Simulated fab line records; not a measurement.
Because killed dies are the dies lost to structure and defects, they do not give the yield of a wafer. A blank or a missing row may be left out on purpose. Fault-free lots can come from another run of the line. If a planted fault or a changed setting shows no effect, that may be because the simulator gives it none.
What tool caused it?	flow gf180mcu	6 lots, 18 wafers sampled, at 3 steps of a route of 602

## WHAT THE GAUGES READ, wafer by wafer
GF_HV_LDD_RS_MEAS_53: a four-point-probe measurement.
lot	measured	on	HV_LDD_RS (ohm/sq)
L619	day 13 06:56	film_metro-03	417.9 417.9 418.6
L622	day 14 13:17	film_metro-03	411.3 412.1 410.2
L626	day 15 16:08	film_metro-01	410.7 411.2 412.5
L632	day 17 21:54	film_metro-01	418.1 418.8 419.3
L635	day 18 17:45	film_metro-01	418.0 419.1 418.2
L637	day 19 12:18	film_metro-02	418.5 418.0 417.9

## EACH LOT AND THE TOOL THAT RAN IT (in order: tool; ch and the chambers of the sampled wafers; start)
lot	GF_HV_LDD_IMPLANT_35	GF_HV_LDD_RTA_52
L619	implanter-01 ch 0, day 12 09:54	rtp_anneal-02 ch 0, day 13 06:52
L622	implanter-01 ch 0, day 13 15:28	rtp_anneal-01 ch 0, day 14 13:13
L626	implanter-01 ch 0, day 14 17:15	rtp_anneal-02 ch 0, day 15 16:04
L632	implanter-04 ch 0, day 16 23:08	rtp_anneal-02 ch 0, day 17 21:50
L635	implanter-03 ch 0, day 17 16:44	rtp_anneal-02 ch 0, day 18 17:40
L637	implanter-03 ch 0, day 18 11:13	rtp_anneal-02 ch 0, day 19 12:13
- GF_HV_LDD_IMPLANT_35
- GF_HV_LDD_RTA_52: time 10 s.

## THE ANSWER, worked out from the rows above alone
Rule: what is usual is taken from the lots themselves. The widest of any qualifying gaps counts: lots, ordered by their means at a reading, are off when they make up no more than a third of the lots, leave a main group of 4 or more, and stand apart from it by 3 or more times the standard deviation of that group's means. If all means in a main group match to the digits the tables above print for the reading, that group is not used. A lot without any number at a reading at which 4 lots or more have one is off too. All remaining lots with rows at the step are treated as sound.
Off: at GF_HV_LDD_RS_MEAS_53 (HV_LDD_RS), L622, L626. Mean 418.4 ohm/sq and standard deviation 0.25 in the main group.
If a tool, at a process step before that reading, ran all the lots that are off and no sound lot after the first of them, it fits. The gauges at GF_HV_LDD_RS_MEAS_53 are tried like those tools. One fits: implanter-01 at GF_HV_LDD_IMPLANT_35. A fault onset in the window from L619 (day 12 09:54, its last sound lot) to L622 (day 13 15:28, its first lot off) fits.

## WHAT THE SIMULATOR HAD PUT IN
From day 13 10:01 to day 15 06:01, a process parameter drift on implanter-01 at GF_HV_LDD_IMPLANT_35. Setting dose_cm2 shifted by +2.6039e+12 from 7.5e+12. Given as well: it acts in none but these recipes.
Shown lots that were struck: L622, L626. The rule above reached the same finding.
